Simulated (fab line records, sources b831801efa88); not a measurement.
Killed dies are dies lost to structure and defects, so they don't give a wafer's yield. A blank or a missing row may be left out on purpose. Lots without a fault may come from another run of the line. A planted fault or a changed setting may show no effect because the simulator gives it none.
One fault seen from 2 desks | flow gf180mcu | each desk has only its own numbers; what lay behind them comes last

THE METROLOGY DESK
What the gauges read, lot by lot, whatever tool the lot ran on: means of the sampled wafers that have a number. A lot is out of limits, marked OUT, if its mean lies more than 4 standard deviations from the usual mean; the brackets give that distance.
Columns: A = POLY_GATE_OVL at GF_POLY_GATE_OVL_MEAS_11, usual 4 nm; B = HV_LDD_3_TW at GF_HV_LDD_TW_MEAS_38, usual 1439; C = HV_LDD_RS at GF_HV_LDD_RS_MEAS_53, usual 418.5 ohm/sq; D = CONTACT_CVD_00_THK at GF_CONTACT_THK_MEAS_01, usual 299.3 nm
lot  | first seen here | A  | B               | C                | D
L145 | day 9 05:17     | -4 | 1428            | 419.0            | 298.1
L146 | day 9 10:17     | 5  | 1429            | 419.1            | 296.4
L147 | day 9 17:55     | 6  | 1449            | 420.0            | 299.4
L149 | day 10 06:43    | 1  | 1436            | 418.0            | 298.5
L148 | day 10 08:11    | 5  | 1451            | 417.3            | 299.7
L150 | day 10 13:24    | 3  | 1442            | 417.5            | 298.7
L153 | day 11 11:07    | 8  | 1454            | 417.9            | 297.4
L160 | day 13 17:16    | 2  | 1425            | 416.6            | 304.1
L161 | day 13 22:13    | 12 | 1388 (-4.6) OUT | 426.0 (+7.7) OUT | 303.3
L162 | day 14 05:10    | 6  | 1401            | 425.2 (+6.8) OUT | 300.4
L164 | day 14 18:44    | 4  | 1448            | 418.3            | 300.6
L168 | day 16 05:11    | 5  | 1432            | 417.8            | 297.8
This desk's finding: out of limits on L161, L162; first on L161, day 16 19:56 (HV_LDD_3_TW at GF_HV_LDD_TW_MEAS_38). In limits: L145, L146, L147, L149, L148, L150, L153, L160, L164, L168.

THE TOOL OWNER'S DESK: implanter-01
The tool's own readings at GF_HV_LDD_IMPLANT_34: means of the sampled wafers that have a number, for each lot that ran on this tool. A lot is out of limits, marked OUT, if its mean lies more than 4 standard deviations from the usual mean; the brackets give that distance.
Columns: A = dose_ions_cm2 at GF_HV_LDD_IMPLANT_34, usual 7.501e+12; B = faraday_current_uA at GF_HV_LDD_IMPLANT_34, usual 42.3
lot  | first seen here | A                           | B
L146 | day 11 21:17    | 7.489e+12                   | 42.4
L147 | day 12 04:37    | 7.496e+12                   | 42.5
L150 | day 13 00:16    | 7.495e+12                   | 42.8
L160 | day 16 11:11    | 7.498e+12                   | 42.6
L161 | day 16 19:25    | 5.072e+12 (-99 or more) OUT | 28.2 (-20) OUT
L162 | day 17 02:37    | 5.073e+12 (-99 or more) OUT | 28.2 (-20) OUT
This desk's finding: out of limits on L161, L162; first on L161, day 16 19:25 (dose_ions_cm2 at GF_HV_LDD_IMPLANT_34). In limits: L146, L147, L150, L160.

PUT TOGETHER
The tool owner's desk could have raised an alarm at day 16 19:25, on L161, L162.
The metrology desk could have raised an alarm at day 16 19:56, on L161, L162.
Of the lots named, all ran GF_HV_LDD_IMPLANT_34 on implanter-01.

WHAT THE SIMULATOR HAD PUT IN
Process parameter drift: implanter-01, from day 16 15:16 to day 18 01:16, at GF_HV_LDD_IMPLANT_34. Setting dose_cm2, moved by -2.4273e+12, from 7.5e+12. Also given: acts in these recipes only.
Lots struck among those shown: L161, L162.
Hours from the fault's start to each desk's first reading out of limits: the tool owner's desk, 4; the metrology desk, 5.
